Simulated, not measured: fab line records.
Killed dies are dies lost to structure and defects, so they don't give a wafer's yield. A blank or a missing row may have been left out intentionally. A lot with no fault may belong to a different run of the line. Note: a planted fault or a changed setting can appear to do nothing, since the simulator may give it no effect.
fab line records + flow sky130
record:
- lots: 5
- wafers: 15
- lastDay: 50
route steps=708 shown LOCAL_INTERCONNECT@394 CONTACT@406 PAD_OPEN@708
lots with no fault: from the same line, run without faults
startH: hours from the record's first day to the start of the lot's first wafer shown + waitH: how many hours have passed since the lot's step before this one + " unchanged from the row above + L1.1+2: a single row standing in for several wafers + - either no value or no given start + * or withheld: withheld + < > ~ a bound
route shown NAME@n: a module of which the file shows steps, and the number in the route of the first + usual: the fault-free wafers' mean and standard deviation + same: alike in all rows + chamber/n: place in a boat + sites: per-site readings + _std_site: the standard deviation of these + _edge_site: outer sites' mean less inner sites' + radiusMm: how far each site lies from the wafer's centre + mask NAME#n: copy n + behind: tool/chamber where the wafer was last shaped + hold: why the lot was held/for how many hours/how that ended + device: whichever transistor did not switch (one of n, p or np) + end of line: tests of these same wafers at the route's end + a step without rows: its recipe alone + killed: not the wafer's yield, but the dies lost to structure and defects at the first sort + map: the dies of a wafer, with x for killed, . for not killed, _ for no die there
set.NAME: the setting the step ran with; set.NAME@STEP: the setting that earlier step ran with + model.NAME: the simulator's own value behind a step, which no gauge read
a table for each step, a row for each wafer; lots at some steps of the route
services: the hour from which a tool's chamber was out of use, counted from the record's first day as startH (under 0 if before that day), plus the number of hours and why
== steps ==
step: SKY_LOCAL_INTERCONNECT_SOFTBAKE_07
recipe:
- tempC: 100
- timeS: 90
- resist: KrF-thick
step: SKY_LOCAL_INTERCONNECT_EXPOSE_08
recipe:
- maskId: LI1M
- na: 0.8
- sourceShape: annular
- sigmaInner: 0.55
- sigmaOuter: 0.85
- targetCdNm: 170
- doseMj: 28
step: SKY_LOCAL_INTERCONNECT_PEB_09
recipe:
- pebTempC: withheld
- pebTimeS: withheld
- resist: KrF-thick
step: SKY_LOCAL_INTERCONNECT_DEVELOP_10
recipe:
- developTimeS: 60
- resist: KrF-thick
- devTempC: 21
step: SKY_LOCAL_INTERCONNECT_ETCH_13
recipe:
- chemistry: N2/H2
- target: BARC
- ionEnergyEv: 200
- biasW: 100
- pressureMtorr: 30
- n2FlowSccm: 100
- h2FlowSccm: 200
- icpW: 500
- stopOn: SiO2
- timeS: 45.9
- targetDepthA: 600
step: SKY_LOCAL_INTERCONNECT_METAL_ETCH_14
recipe:
- targetDepthNm: 110
- stopOn: PSG
- chemistry: Cl2/BCl3
- target: TiN
- resistSidewallDeg: 88
- pressureMtorr: 10
- icpW: 900
- biasW: 48.5
- Cl2_flow_sccm: 60
- bcl3FlowSccm: 30
- timeS: 31.4
step: SKY_LOCAL_INTERCONNECT_STRIP_15
recipe:
- chemistry: O2/N2
- powerW: 1400
- pressureMtorr: 1500
- platenTempC: withheld
- o2FlowSccm: 3000
- n2FlowSccm: 300
- overashFraction: 0.5
step: SKY_LOCAL_INTERCONNECT_STRIP_16
recipe:
- chemistry: postEtchResidueRemover
- timeS: 1200
- tempC: 72.5
step: SKY_LOCAL_INTERCONNECT_CLEAN_17
recipe:
- chemistry: IPA
- timeS: 180
- tempC: 25
step: SKY_LOCAL_INTERCONNECT_CLEAN_18
recipe:
- chemistry: O3/DIW
- dry: n2Spin
step: SKY_CONTACT_CVD_00
recipe:
- material: Si3N4
- targetThkNm: 75
- tempC: 400
- timeS: withheld
- rfW: 450
usual:
- heaterPowerW: 739/85
| lot.wafer | tool     | chamber | startH | waitH | heaterPowerW | model.Si3N4_of_CONTACT_CVD_00.thkNm |
|-----------|----------|---------|--------|-------|--------------|-------------------------------------|
| L828.1    | pecvd-02 | 1       | 769.02 | 0.0   | 786          | 74.09                               |
| L828.2    | "        | 0       | "      | "     | 753          | 74.23                               |
| L828.5    | "        | 0       | "      | "     | 772          | 75.34                               |
| L838.3    | pecvd-02 | 0       | 849.92 | 0.0   | 790          | 75.26                               |
| L838.4    | "        | 0       | "      | "     | 794          | 76.27                               |
| L838.6    | "        | 2       | "      | "     | 793          | 112.4                               |
| L839.2    | pecvd-02 | 2       | 854.48 | 0.0   | 779          | 111.9                               |
| L839.3    | "        | 1       | "      | "     | 705          | 76.54                               |
| L839.6    | "        | 0       | "      | "     | 753          | 115.2                               |
| L843.1    | pecvd-03 | 1       | 876.65 | 0.0   | 678          | 74.42                               |
| L843.2    | "        | 0       | "      | "     | 652          | 73.34                               |
| L843.6    | "        | 1       | "      | "     | 686          | 76.41                               |
| L842.1    | pecvd-02 | 1       | 877.38 | 0.0   | 797          | 74.12                               |
| L842.5    | "        | 0       | "      | "     | 896          | 75.45                               |
| L842.6    | "        | 1       | "      | "     | 817          | 112.6                               |
step: SKY_CONTACT_THK_MEAS_01
recipe:
- reads: Si3N4_of_CONTACT_CVD_00
usual:
- CONTACT_CVD_00_THK: 74.5/1.1
| lot.wafer | tool         | chamber | startH | waitH | CONTACT_CVD_00_THK[nm] |
|-----------|--------------|---------|--------|-------|------------------------|
| L828.1    | filmMetro-04 | -       | 769.05 | -     | 74.0                   |
| L828.2    | "            | -       | "      | "     | 74.3                   |
| L828.5    | "            | -       | "      | "     | 75.3                   |
| L838.3    | filmMetro-01 | -       | 849.97 | -     | 75.3                   |
| L838.4    | "            | -       | "      | "     | 76.3                   |
| L838.6    | "            | -       | "      | "     | 112.5                  |
| L839.2    | filmMetro-04 | -       | 854.53 | -     | 111.9                  |
| L839.3    | "            | -       | "      | "     | 76.5                   |
| L839.6    | "            | -       | "      | "     | 115.3                  |
| L843.1    | filmMetro-02 | -       | 876.69 | -     | 74.4                   |
| L843.2    | "            | -       | "      | "     | 73.4                   |
| L843.6    | "            | -       | "      | "     | 76.5                   |
| L842.1    | filmMetro-04 | -       | 877.43 | -     | 74.0                   |
| L842.5    | "            | -       | "      | "     | 75.5                   |
| L842.6    | "            | -       | "      | "     | 112.6                  |
step: SKY_CONTACT_HDPCVD_02
recipe:
- material: SiO2
- targetThkNm: 565
- sigmaOpenFrac: 0.3
- timeS: 94.2
- tempC: 600
- sih4FlowSccm: 61.26
- pressureMtorr: 6
step: SKY_CONTACT_CMP_04
recipe:
- material: SiO2
- downForcePsi: 4
- platenRpm: 60
- padVelocityMS: 0.94248
step: SKY_CONTACT_DEHYDRATE_06
recipe:
- tempC: 200
- timeS: 60
step: SKY_CONTACT_HMDS_07
recipe:
- primeTimeS: 60
- primeTempC: 120
step: SKY_CONTACT_COAT_08
recipe:
- resist: BARC
- tempC: withheld
- timeS: withheld
- spinRpm: 3000
- resistThkNm: 60
step: SKY_CONTACT_COAT_09
recipe:
- resist: KrF-thick
- spinRpm: 3000
- resistThkNm: 450
step: SKY_CONTACT_SOFTBAKE_10
recipe:
- tempC: 100
- timeS: 90
- resist: KrF-thick
step: SKY_CONTACT_EXPOSE_11
recipe:
- maskId: CTM1
- na: 0.8
- sourceShape: annular
- sigmaInner: 0.55
- sigmaOuter: 0.85
- targetCdNm: 170
- doseMj: 38
step: SKY_CONTACT_PEB_12
recipe:
- pebTempC: withheld
- pebTimeS: withheld
- resist: KrF-thick
step: SKY_CONTACT_DEVELOP_13
recipe:
- developTimeS: 60
- resist: KrF-thick
- devTempC: 21
step: SKY_CONTACT_ETCH_16
recipe:
- chemistry: N2/H2
- target: BARC
- ionEnergyEv: 200
- sourceW: 500
- biasW: 100
- pressureMtorr: 30
- n2FlowSccm: 100
- h2FlowSccm: 200
- stopOn: SiO2
- timeS: 45.9
- targetDepthA: 600
step: SKY_CONTACT_ETCH_17
recipe:
- target: SiO2
- chemistry: C4F8/O2/Ar
- stopOn: Si3N4
- maskMaterial: KrF-thick
- sourceW: 1500
- biasW: 1200
- pressureMtorr: 40
- c4f8FlowSccm: withheld
- O2_flow_sccm: 6
- Ar_flow_sccm: 300
- timeS: withheld
- targetDepthA: 3400
step: SKY_CONTACT_ETCH_18
recipe:
- target: Si3N4
- chemistry: CHF3/O2
- stopOn: TiN
- sourceW: 600
- biasW: 200
- pressureMtorr: 40
- chf3FlowSccm: 50
- O2_flow_sccm: 5
- timeS: 39
- targetDepthA: 750
usual:
- O2_flow_sccm: 4.998/0.015
- drypumpMotorCurrentA: 6.02/0.21
- oesProductAu: 0.852/0.0083
- throttleValvePct: 8.793/0.0092
| lot.wafer | tool       | chamber | startH | waitH | O2_flow_sccm | drypumpMotorCurrentA | oesProductAu | rfHoursCounterH | throttleValvePct | model.etch.depthNm |
|-----------|------------|---------|--------|-------|--------------|----------------------|--------------|-----------------|------------------|--------------------|
| L828.1    | rieDiel-04 | 1       | -      | -     | 5.034        | 6.08                 | 0.851        | 40              | 8.786            | 74.09              |
| L828.2    | "          | 0       | "      | "     | 5.004        | 5.56                 | 0.845        | 26              | 8.794            | 74.23              |
| L828.5    | "          | 0       | "      | "     | 4.990        | 5.58                 | 0.865        | -               | 8.796            | 75.34              |
| L838.3    | rieDiel-01 | 0       | -      | -     | 4.989        | 6.13                 | 0.856        | 8               | 8.788            | 75.26              |
| L838.4    | "          | 1       | "      | "     | 5.002        | 6.32                 | 0.864        | 4               | 8.786            | 76.27              |
| L838.6    | "          | 0       | "      | "     | 4.994        | 6.13                 | 0.994        | -               | 8.821            | 95.37              |
| L839.2    | rieDiel-01 | 0       | -      | -     | 4.990        | 6.12                 | 0.986        | 8               | 8.842            | 95.34              |
| L839.3    | "          | 2       | "      | "     | 4.987        | 5.67                 | 0.868        | 20              | 8.802            | 76.54              |
| L839.6    | "          | 0       | "      | "     | 4.984        | 6.13                 | 0.986        | -               | 8.814            | 96.33              |
| L843.1    | rieDiel-02 | 3       | -      | -     | 4.992        | 6.00                 | 0.848        | 21              | 8.785            | 74.42              |
| L843.2    | "          | 0       | "      | "     | 4.997        | 6.01                 | 0.844        | 14              | 8.807            | 73.34              |
| L843.6    | "          | 3       | "      | "     | 4.989        | 6.00                 | 0.858        | -               | 8.819            | 76.41              |
| L842.1    | rieDiel-04 | 3       | -      | -     | 4.984        | 6.20                 | 0.846        | 16              | 8.787            | 74.12              |
| L842.5    | "          | 0       | "      | "     | 5.002        | 5.54                 | 0.853        | -               | 8.789            | 75.45              |
| L842.6    | "          | 1       | "      | "     | 4.989        | 6.06                 | 1.000        | -               | 8.825            | 98.15              |
step: SKY_CONTACT_STRIP_19
recipe:
- chemistry: O2/N2
- powerW: 1400
- pressureMtorr: 1500
- platenTempC: withheld
- o2FlowSccm: 3000
- n2FlowSccm: 300
- overashFraction: 0.5
step: SKY_PAD_OPEN_PROBE_99
usual:
- killed_at_M0_to_M3: 44/6.5
- killed_at_M4_up: 3.0/1.5
- killedAtContacts: 25/5.1
- killedAtFrontEnd: 14/4.1
- killedAtOther: 0.3/0.57
- killedDies: 87/9.5
- killedOnRim: 17/3.9
- killedOpen: 48/6.8
- killedShort: 39/6.2
same:
- grossDies: 492
- killedAtBackSide: 0
| lot.wafer | tool      | chamber | startH  | waitH | killed_at_M0_to_M3 | killed_at_M4_up | killedAtContacts | killedAtFrontEnd | killedAtOther | killedDies | killedOnRim | killedOpen | killedShort |
|-----------|-----------|---------|---------|-------|--------------------|-----------------|------------------|------------------|---------------|------------|-------------|------------|-------------|
| L838.6    | prober-01 | -       | 1179.98 | 0.2   | 37                 | 3               | 431              | 19               | 2             | 492        | 96          | 43         | 39          |
| L839.2    | prober-01 | -       | 1186.16 | 0.1   | 28                 | 3               | 448              | 13               | 0             | 492        | 96          | 44         | 28          |
| L839.3    | prober-01 | -       | 1186.21 | 0.2   | 40                 | 2               | 19               | 13               | 0             | 74         | 18          | 42         | 32          |
| L839.6    | prober-01 | -       | 1186.36 | 0.2   | 47                 | 3               | 432              | 10               | 0             | 492        | 96          | 40         | 44          |
| L842.6    | prober-02 | -       | 1196.87 | 0.2   | 48                 | 3               | 430              | 11               | 0             | 492        | 96          | 46         | 33          |
killed by level:class
L838.6 CONTACT:areaEtch=407 CONTACT:geometricParticle:open=8 VIA1:geometricParticle:open=8 CONTACT:geometricParticle:short=7 VIA2:geometricParticle:open=6 FIELD_ISO:geometricParticle:short=5 FIELD_ISO:geometricParticle:open=5 VIA1:geometricParticle:short=5
L839.2 CONTACT:areaEtch=420 LI_CONTACT:geometricParticle:open=12 CONTACT:geometricParticle:open=9 VIA2:geometricParticle:open=7 METAL1:geometricParticle:short=5 FIELD_ISO:geometricParticle:short=4 FIELD_ISO:geometricParticle:open=4 VIA1:geometricParticle:open=4
L839.3 LI_CONTACT:geometricParticle:open=10 METAL1:geometricParticle:short=8 METAL2:geometricParticle:short=7 VIA2:geometricParticle:open=7 VIA1:geometricParticle:open=6 CONTACT:geometricParticle:open=6 VIA1:geometricParticle:short=6 POLY_GATE:geometricParticle:open=4
L839.6 CONTACT:areaEtch=408 VIA1:geometricParticle:open=9 VIA1:geometricParticle:short=8 CONTACT:geometricParticle:open=8 VIA2:geometricParticle:open=8 METAL1:geometricParticle:short=7 LI_CONTACT:geometricParticle:open=5 CONTACT:geometricParticle:short=5
L842.6 CONTACT:areaEtch=413 VIA2:geometricParticle:open=14 VIA3:geometricParticle:open=7 VIA1:geometricParticle:short=6 CONTACT:geometricParticle:open=5 FIELD_ISO:geometricParticle:short=4 METAL1:geometricParticle:short=4 LI_CONTACT:geometricParticle:open=4
map L838.6 (x killed, . not)
__________xxxxxxxxxx_________
________xxxxxxxxxxxxxx_______
______xxxxxxxxxxxxxxxxxx_____
_____xxxxxxxxxxxxxxxxxxxx____
____xxxxxxxxxxxxxxxxxxxxxx___
___xxxxxxxxxxxxxxxxxxxxxxxx__
__xxxxxxxxxxxxxxxxxxxxxxxxxx_
_xxxxxxxxxxxxxxxxxxxxxxxxxxxx
_xxxxxxxxxxxxxxxxxxxxxxxxxxxx
_xxxxxxxxxxxxxxxxxxxxxxxxxxxx
_xxxxxxxxxxxxxxxxxxxxxxxxxxxx
_xxxxxxxxxxxxxxxxxxxxxxxxxxxx
_xxxxxxxxxxxxxxxxxxxxxxxxxxxx
_xxxxxxxxxxxxxxxxxxxxxxxxxxxx
_xxxxxxxxxxxxxxxxxxxxxxxxxxxx
__xxxxxxxxxxxxxxxxxxxxxxxxxx_
___xxxxxxxxxxxxxxxxxxxxxxxx__
____xxxxxxxxxxxxxxxxxxxxxx___
_____xxxxxxxxxxxxxxxxxxxx____
______xxxxxxxxxxxxxxxxxx_____
________xxxxxxxxxxxxxx_______
__________xxxxxxxxxx_________
map L839.2 (x killed, . not)
__________xxxxxxxxxx_________
________xxxxxxxxxxxxxx_______
______xxxxxxxxxxxxxxxxxx_____
_____xxxxxxxxxxxxxxxxxxxx____
____xxxxxxxxxxxxxxxxxxxxxx___
___xxxxxxxxxxxxxxxxxxxxxxxx__
__xxxxxxxxxxxxxxxxxxxxxxxxxx_
_xxxxxxxxxxxxxxxxxxxxxxxxxxxx
_xxxxxxxxxxxxxxxxxxxxxxxxxxxx
_xxxxxxxxxxxxxxxxxxxxxxxxxxxx
_xxxxxxxxxxxxxxxxxxxxxxxxxxxx
_xxxxxxxxxxxxxxxxxxxxxxxxxxxx
_xxxxxxxxxxxxxxxxxxxxxxxxxxxx
_xxxxxxxxxxxxxxxxxxxxxxxxxxxx
_xxxxxxxxxxxxxxxxxxxxxxxxxxxx
__xxxxxxxxxxxxxxxxxxxxxxxxxx_
___xxxxxxxxxxxxxxxxxxxxxxxx__
____xxxxxxxxxxxxxxxxxxxxxx___
_____xxxxxxxxxxxxxxxxxxxx____
______xxxxxxxxxxxxxxxxxx_____
________xxxxxxxxxxxxxx_______
__________xxxxxxxxxx_________
== services ==
| tool       | chamber | startH | hours | kind          |
|------------|---------|--------|-------|---------------|
| rieDiel-01 | 1       | 760.43 | 2.5   | repair        |
| pecvd-02   | -       | 791.28 | 0.6   | repair        |
| pecvd-02   | 1       | 795.82 | 5.5   | scheduledDown |
| rieDiel-04 | 1       | 798.41 | -     | clean         |
| rieDiel-04 | 1       | 798.41 | 12.6  | scheduledDown |
| rieDiel-04 | 1       | 798.41 | 12.6  | ventCycle     |
| rieDiel-04 | -       | 803.75 | 0.7   | repair        |
| pecvd-03   | 0       | 808.62 | 5.5   | scheduledDown |
| rieDiel-02 | 1       | 812.84 | 2.3   | repair        |
| rieDiel-02 | 1       | 835.60 | -     | clean         |
| rieDiel-02 | 1       | 835.60 | 26.3  | scheduledDown |
| rieDiel-02 | 1       | 835.60 | 26.3  | ventCycle     |
| pecvd-02   | 0       | 842.61 | 6.1   | repair        |
| pecvd-02   | 1       | 843.81 | 2.1   | scheduledDown |
| rieDiel-04 | 0       | 846.88 | 5.1   | repair        |
| rieDiel-01 | 0       | 858.52 | 6.9   | repair        |
| rieDiel-04 | 2       | 861.56 | 1.4   | repair        |
| rieDiel-04 | 0       | 867.75 | -     | clean         |
| rieDiel-04 | 0       | 867.75 | 18.2  | scheduledDown |
| rieDiel-04 | 0       | 867.75 | 18.2  | ventCycle     |
| rieDiel-02 | 2       | 870.91 | -     | clean         |
| rieDiel-02 | 2       | 870.91 | 21.2  | scheduledDown |
| pecvd-02   | 2       | 875.40 | 2.1   | scheduledDown |
| rieDiel-02 | 3       | 879.52 | 4.5   | repair        |
== key ==
firstSign:
- step: SKY_CONTACT_THK_MEAS_01
- reading: CONTACT_CVD_00_THK
- direction: up
- sigmas: 36
- usual: 74.5
- struck: 113.1
effect:
- step: SKY_CONTACT_ETCH_18
- reading: oesProductAu
- direction: up
- sigmas: 17
- usual: 0.852
- struck: 0.991
effect:
- step: SKY_PAD_OPEN_PROBE_99
- reading: killedAtContacts
- direction: up
- sigmas: 81
- usual: 25
- struck: 435
modelEffect:
- step: SKY_CONTACT_CVD_00
- value: Si3N4_of_CONTACT_CVD_00.thkNm
- without: 75.53
- struck: 113
modelEffect:
- step: SKY_CONTACT_ETCH_18
- value: etch.depthNm
- without: 75.53
- struck: 96.3
moreKillsBornAt:
- SKY_CONTACT_ETCH_18@rieDiel-01: 1235
- SKY_CONTACT_ETCH_18@rieDiel-04: 413
metAt SKY_CONTACT_CVD_00
struckWafers L838.6,L839.2,L839.6,L842.6
laterRowsLeftOut L838.6,L839.2,L839.6,L842.6
testerLeftOut L838,L839,L842
onsetBetween 769.02 849.92
fault:
- kind: processParameterDrift
- tool: pecvd-02
- chamber: -
- onsetH: 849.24
- steps: SKY_CONTACT_CVD_00
- channel: targetThkNm
- offset: 37.403
- shape: step
- endH: 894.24
- scope: struckWafersOnly
- actsIn: theseRecipesOnly
- stated: 75
testerLeftOut: of these lots the tester's yield and bins aren't shown, on N5 and GAA mostly nor the transistor test; their killed dies are dies lost to structure and defects alone, not to doping, threshold or leakage, so they don't give the yield
laterRowsLeftOut: the simulator's readings of these wafers behind a module that went badly wrong aren't trusted and aren't shown, but for the sort
